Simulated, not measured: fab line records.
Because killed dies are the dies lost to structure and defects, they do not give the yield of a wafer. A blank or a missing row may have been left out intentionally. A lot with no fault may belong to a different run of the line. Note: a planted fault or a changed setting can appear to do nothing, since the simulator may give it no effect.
Struck lot and sound lot, side by side ; flow sky130 ; 17 out of 708 route steps
Sound: wafers L470.1, L470.2, L470.6. The struck wafers were L475.4, L475.5, L475.6. At the end, the cause is stated.
At each step with rows: each side's tool, then ch and its chambers, then its first start. Under that, the readings that differ: sound wafers ; struck wafers ; difference of the means ; sigmas: that difference in standard deviations of wafers without a fault.
alike: a reading whose means differ by less than 2 such deviations, as well as words and numbers matching on both sides. not compared: withheld readings; readings where some wafer has no value; bounds like >300 that might hide an equal value; numbers whose values overlap and for which the record gives no deviation.
A row with sigmas, a row that says differs or no value, or rows on one side alone: a step with any of these is where the two part. Non-overlapping numbers with no deviation appear without sigmas and do not part them. A reading missing from all wafers of one side parts the sides only when that side holds two or more wafers.

first, 2 steps without rows for these wafers: SKY_NWELL_IMPLANT_12; SKY_NWELL_IMPLANT_13.
SKY_NWELL_STRIP_14: strips in O2/N2.
  sound on plasma-asher-01 ch 0,1, day 5 16:02; struck on plasma-asher-04 ch 0,1, day 6 17:26
  alike: drypump-motor-current-A, o2-flow-sccm, oes-product-au, strip-time-to-endpoint-s
  not compared: rf-hours-counter-h
SKY_NWELL_TW_MEAS_15:
  sound on film-metro-01 at day 5 16:08; struck on film-metro-01 at day 6 17:32
  alike: NWELL_TW
then, 7 steps without rows for these wafers: SKY_NWELL_DEHYDRATE_16 (time 60 s); SKY_NWELL_HMDS_17 (prime time 60 s); SKY_NWELL_COAT_18 (resist thk 3000 nm); SKY_NWELL_SOFTBAKE_19; SKY_NWELL_EXPOSE_20 (exposes mask NWM COMPLEMENT, target cd 840 nm); SKY_NWELL_PEB_21; SKY_NWELL_DEVELOP_22 (develop time 60 s).
SKY_NWELL_OVL_MEAS_23:
  sound on overlay-02 at day 6 10:35; struck on overlay-02 at day 7 13:41
  alike: NWELL_01_OVL
SKY_NWELL_IMPLANT_24:
  sound on implanter-04 ch 0, day 6 10:38; struck on implanter-02 ch 0, day 7 14:05
  alike: beam-on-s, faraday-current-uA
SKY_NWELL_STRIP_25: strips in O2/N2.
  sound on plasma-asher-01 ch 0,1, day 6 10:47; struck on plasma-asher-02 ch 0,1, day 7 14:12
reading;sound;struck;difference;sigmas
strip-time-to-endpoint-s (s);36.67 36.59 36.71;36.87 36.80 37.11;+0.27;+3
  alike: drypump-motor-current-A, o2-flow-sccm, oes-product-au
  not compared: rf-hours-counter-h
SKY_NWELL_TW_MEAS_26:
  sound on film-metro-02 at day 6 10:53; struck on film-metro-02 at day 7 14:18
reading;sound;struck;difference;sigmas
NWELL_2_TW;498 500 497;623 623 623;+125;+25
then, 1 step without rows for these wafers: SKY_NWELL_CLEAN_27 (cleans in SC1/SC2, time 150 s).
-- the record jumps here: 41 days lie between the struck wafers' starts before and after (it left off in module NWELL and takes up again in module PAD_OPEN, whose first step shown is number 708 of the route) --
SKY_PAD_OPEN_PROBE_99:
  sound on prober-02 at day 47 14:35; struck on prober-02 at day 48 07:01
reading;sound;struck;difference;sigmas
model.etest.pfet_16v.r-on-ohm-um;1.528e+04 1.526e+04 1.544e+04;1.139e+04 1.136e+04 1.129e+04;-3.980e+03;
model.etest.res-iso-pwell.rs-ohm-sq;3132 3095 3197;1772 1807 1694;-1384;
model.etest.res-pwell-under-gate.rs-ohm-sq;2286 2310 2297;1436 1447 1436;-858;
model.etest.nfet_16v.r-on-ohm-um;1.385e+04 1.398e+04 1.386e+04;1.459e+04 1.45e+04 1.431e+04;+5.700e+02;
model.etest.res-iso-pwell.line-ohm-um;1181 1170 1207;644.8 663.2 627.8;-540.7;
model.etest.tip_n_5v.rs-ohm-sq;1381 1387 1382;1506 1496 1501;+118;
model.etest.res-nwell.line-ohm-um;1209 1204 1228;1353 1352 1311;+125;
model.etest.res-deep-nwell.rs-ohm-sq;2248 2254 2240;2267 2278 2294;+32;
  alike: killed_at_M0_to_M3, killed_at_M4_up, killed-at-contacts, killed-at-front-end, killed-at-other, killed-dies, killed-open, killed-short

== WHERE THEY PART ==
First at SKY_NWELL_STRIP_25; last, within this record, at SKY_NWELL_TW_MEAS_26. Later steps at which nothing parts them and some readings are alike: SKY_PAD_OPEN_PROBE_99.

WHY: the cause the simulator had injected
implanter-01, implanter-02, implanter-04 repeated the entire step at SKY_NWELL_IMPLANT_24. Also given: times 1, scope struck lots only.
